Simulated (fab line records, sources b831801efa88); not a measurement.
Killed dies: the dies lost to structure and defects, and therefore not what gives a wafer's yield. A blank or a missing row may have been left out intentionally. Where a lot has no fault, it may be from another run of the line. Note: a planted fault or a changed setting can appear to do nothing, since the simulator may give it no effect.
Matching of chambers :: flow sfq-line :: SFQ_TRILAYER_I7_CMP_CMP_184 on cmp-02: 4 sister chambers
The step polishes SiO2. 8 wafers are shown with their chamber, then 10 later ones without.

WAFERS, EACH WITH ITS CHAMBER
wafer: L273.3
chamber: 3
motor-current-A (A): 10.8
time-to-endpoint-s (s): 208

wafer: L276.1
chamber: 2
motor-current-A (A): 11.3
time-to-endpoint-s (s): 210

wafer: L276.3
chamber: 0
motor-current-A (A): 8.2
time-to-endpoint-s (s): 219

wafer: L276.5
chamber: 3
motor-current-A (A): 10.6
time-to-endpoint-s (s): 221

wafer: L279.2
chamber: 2
motor-current-A (A): 11.6
time-to-endpoint-s (s): 208

wafer: L279.6
chamber: 1
motor-current-A (A): 11.3
time-to-endpoint-s (s): 233

wafer: L281.1
chamber: 0
motor-current-A (A): 8.3
time-to-endpoint-s (s): 216

wafer: L281.3
chamber: 1
motor-current-A (A): 11.0
time-to-endpoint-s (s): 219

WAFERS WHOSE CHAMBER IS MISSING
wafer: L281.2
motor-current-A (A): 10.3
time-to-endpoint-s (s): 207

wafer: L283.1
motor-current-A (A): 8.1
time-to-endpoint-s (s): 217

wafer: L283.2
motor-current-A (A): 10.3
time-to-endpoint-s (s): 215

wafer: L283.3
motor-current-A (A): 10.9
time-to-endpoint-s (s): 203

wafer: L285.1
motor-current-A (A): 10.3
time-to-endpoint-s (s): 208

wafer: L285.4
motor-current-A (A): 11.1
time-to-endpoint-s (s): 209

wafer: L285.5
motor-current-A (A): 10.4
time-to-endpoint-s (s): 221

wafer: L293.2
motor-current-A (A): 11.4
time-to-endpoint-s (s): 203

wafer: L293.4
motor-current-A (A): 10.1
time-to-endpoint-s (s): 221

wafer: L293.5
motor-current-A (A): 8.3
time-to-endpoint-s (s): 215

WHICH CHAMBER EACH ONE RAN IN
wafer: L281.2
from the rows above: 3
in truth: 3

wafer: L283.1
from the rows above: 0
in truth: 0

wafer: L283.2
from the rows above: 3
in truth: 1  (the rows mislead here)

wafer: L283.3
from the rows above: can't be placed: 3 or 2 or 1
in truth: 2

wafer: L285.1
from the rows above: 3
in truth: 3

wafer: L285.4
from the rows above: can't be placed: 2 or 1 or 3
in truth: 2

wafer: L285.5
from the rows above: 3
in truth: 3

wafer: L293.2
from the rows above: 2
in truth: 2

wafer: L293.4
from the rows above: 3
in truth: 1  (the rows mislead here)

wafer: L293.5
from the rows above: 0
in truth: 0
Correct placement for 6 of the 10. These rows do not allow placing 2 (true chamber among the candidates in 2). Number placed wrongly: 2.
How it was worked out, from the rows above alone: a wafer's distance from a chamber is the root of the sum, over the readings, of the square of ((its reading less the chamber's mean) divided by the reading's scatter). The wafer belongs to the nearest chamber; if the next one is less than 2 further off, it can't be placed. Each chamber's mean is taken over the wafers shown for it. How the scatter is found: for the shown wafers, subtract from each reading the mean of its chamber, square and add these, divide the total by (wafers less chambers), then take the root.
